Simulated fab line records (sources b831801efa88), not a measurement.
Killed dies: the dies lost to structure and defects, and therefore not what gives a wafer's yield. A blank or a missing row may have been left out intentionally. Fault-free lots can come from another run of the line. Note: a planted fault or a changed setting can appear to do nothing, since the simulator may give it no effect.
A struck lot beside a sound one ; flow sky130 ; 31 out of 708 route steps
Sound: the wafers L508.2, L508.3, L508.6. Struck: wafer L519.6 (left out: L519.1, L519.3 of the same lot, which were not struck); the cause appears at the end.
Each step with rows lists, per side, the tool, then ch with its chambers, then its first start. Under that, the readings that differ: sound wafers ; struck wafers ; difference of the means ; sigmas: that difference in standard deviations of wafers without a fault.
alike: same words and numbers on both sides, and readings whose means sit less than 2 such deviations apart. not compared: any withheld reading, any reading some wafer has no value for, any bound like >300 that may hide the same value, and any number with overlapping values for which the record gives no deviation.
Wherever a step has rows on one side only, a row that says differs or no value, or a row with sigmas, the two part there. Numbers that don't overlap but have no deviation are shown without sigmas and don't part them. A reading that every wafer of one side lacks parts them only if that side has two wafers or more.

first, 5 steps without rows for these wafers: SKY_VIA1_ETCH_15 (etches SiO2 in C4F8/O2/Ar, stops on TiN, target depth 351 nm, time 54 s); SKY_VIA1_STRIP_16 (strips in O2/N2); SKY_VIA1_STRIP_17 (strips in post etch residue remover, time 1200 s); SKY_VIA1_CLEAN_18 (cleans in IPA, time 180 s); SKY_VIA1_CLEAN_19 (cleans in O3/DIW).
SKY_VIA1_SPUTTER_20: material TiN, target thk 20 nm, time 80 s.
  sound: pvdSputter-03 at day 36 09:17; struck: pvdSputter-04 at day 39 09:01
  alike: throttleValvePct
then, 1 step without rows for these wafers: SKY_VIA1_CVD_21 (deposits W, target thk 270 nm, time 80.902 s).
SKY_VIA1_RS_MEAS_22: a four-point-probe measurement.
  sound: filmMetro-02 at day 36 09:28; struck: filmMetro-02 at day 39 09:10
  alike: VIA1_W_RS
SKY_VIA1_THK_MEAS_23: measures by xrf.
  sound: filmMetro-02 at day 36 09:34; struck: filmMetro-02 at day 39 09:17
  alike: VIA1_W_THK
then, 1 step without rows for these wafers: SKY_VIA1_CMP_24 (polishes, stops on SiO2, t overpolish 15 s, target thk 0 nm).
SKY_METAL2_SPUTTER_00: material Ti, target thk 15 nm, time 10 s.
  sound: pvdSputter-04 at day 36 09:55; struck: pvdSputter-02 at day 39 09:39
  alike: throttleValvePct
SKY_METAL2_SPUTTER_01: material TiN, target thk 20 nm, time 16.7 s.
  sound: pvdSputter-04 at day 36 09:57; struck: pvdSputter-02 at day 39 09:41
  alike: throttleValvePct
SKY_METAL2_SPUTTER_02: material AlCu, target thk 250 nm, time 13.3 s.
  sound: pvdSputter-04 at day 36 09:58; struck: pvdSputter-02 at day 39 09:42
reading;sound;struck;difference;sigmas
throttleValvePct (%);30.1 30.3 30.3;32.1;+1.9;+2
model.AlCu_of_METAL2_SPUTTER_02.thkNm (nm);248.7 248.8 247.6;130.5;-117.9;
then, 1 step without rows for these wafers: SKY_METAL2_SPUTTER_03 (material Ti, target thk 5 nm, time 3.3 s).
SKY_METAL2_SPUTTER_04: material TiN, target thk 70 nm, time 58.3 s.
  sound: pvdSputter-04 at day 36 10:01; struck: pvdSputter-02 at day 39 09:44
reading;sound;struck;difference;sigmas
throttleValvePct (%);30.0 30.4 30.2;32.1;+1.9;+2
SKY_METAL2_RS_MEAS_05: a four-point-probe measurement.
  sound: filmMetro-02 at day 36 10:05; struck: filmMetro-01 at day 39 10:05
reading;sound;struck;difference;sigmas
METAL2_ALCU_RS (ohm/sq);0.1275 0.1272 0.1279;0.2494;+0.1219;+99 or more
  not compared: hold
SKY_METAL2_THK_MEAS_06: measures by xrf.
  sound: filmMetro-02 at day 36 10:11; struck: filmMetro-01 at day 39 17:15
reading;sound;struck;difference;sigmas
METAL2_ALCU_THK (nm);249.7 250.6 250.1;130.8;-119.3;-44
  not compared: hold
then, 7 steps without rows for these wafers: SKY_METAL2_HMDS_08 (prime time 60 s); SKY_METAL2_COAT_09 (resist thk 60 nm); SKY_METAL2_COAT_10 (resist thk 450 nm); SKY_METAL2_SOFTBAKE_11 (time 90 s); SKY_METAL2_EXPOSE_12 (exposes mask MM2, target cd 140 nm); SKY_METAL2_PEB_13; SKY_METAL2_DEVELOP_14 (develop time 60 s).
SKY_METAL2_CD_MEAS_15 targets a cd of 140 nm.
  sound: cdSem-01 at day 37 11:58; struck: cdSem-02 at day 40 09:54
  alike: cdNm
SKY_METAL2_OVL_MEAS_16:
  sound: overlay-01 at day 37 12:04; struck: overlay-02 at day 40 10:01
  alike: METAL2_OVL
SKY_METAL2_DESCUM_17: chemistry O2, time 8 s.
  sound on rieMetal-04 ch 0,1, day 37 12:06; struck on rieMetal-01 ch 1, day 40 10:04
  alike: drypumpMotorCurrentA, oesProductAu
  not compared: rfHoursCounterH
then, 1 step without rows for these wafers: SKY_METAL2_ETCH_18 (etches BARC in N2/H2, stops on SiO2, time 45.9 s, target depth 60 nm).
SKY_METAL2_METAL_ETCH_19: etches the open film in Cl2/BCl3, stops on SiO2, target depth 360 nm, time 78 s.
  sound on rieMetal-04 ch 0,1, day 37 12:12; struck on rieMetal-01 ch 1, day 40 10:09
reading;sound;struck;difference;sigmas
oesProductAu (a.u.);0.857 0.858 0.852;0.731;-0.125;-23
  alike: drypumpMotorCurrentA, throttleValvePct
  not compared: rfHoursCounterH
then, 1 step without rows for these wafers: SKY_METAL2_STRIP_20 (strips in O2/N2).
-- the record jumps here: 10 days lie between the struck wafers' starts before and after (it left off in module METAL2 and takes up again in module PAD_OPEN, whose first step shown is number 708 of the route) --
SKY_PAD_OPEN_PROBE_99:
  sound: prober-01 at day 47 14:25; struck: prober-01 at day 50 00:43
reading;sound;struck;difference;sigmas
sort_bin_6_memory (%);6.5 6.3 7.1;9.8;+3.2;+3
model.etest.met2.lineOhmUm;0.9206 0.8984 0.9097;1.815;+0.905;
model.etest.met2.rsOhmSq;0.1296 0.1285 0.1298;0.2564;+0.1271;
  alike: defectLimitedYield, killed_at_M0_to_M3, killed_at_M4_up, killedAtContacts, killedAtFrontEnd, killedAtOther, killedDies, killedOpen, killedShort, sort_bin_3_pad_short, sort_bin_5_function, sortNPass, sortYieldPct

== WHERE THEY PART ==
At SKY_METAL2_SPUTTER_02 first; at SKY_PAD_OPEN_PROBE_99 last (within this record only).

WHY: what had been put in by the simulator
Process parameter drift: pvdSputter-02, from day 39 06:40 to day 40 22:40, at SKY_METAL2_SPUTTER_02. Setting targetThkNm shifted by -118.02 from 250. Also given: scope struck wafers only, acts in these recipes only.
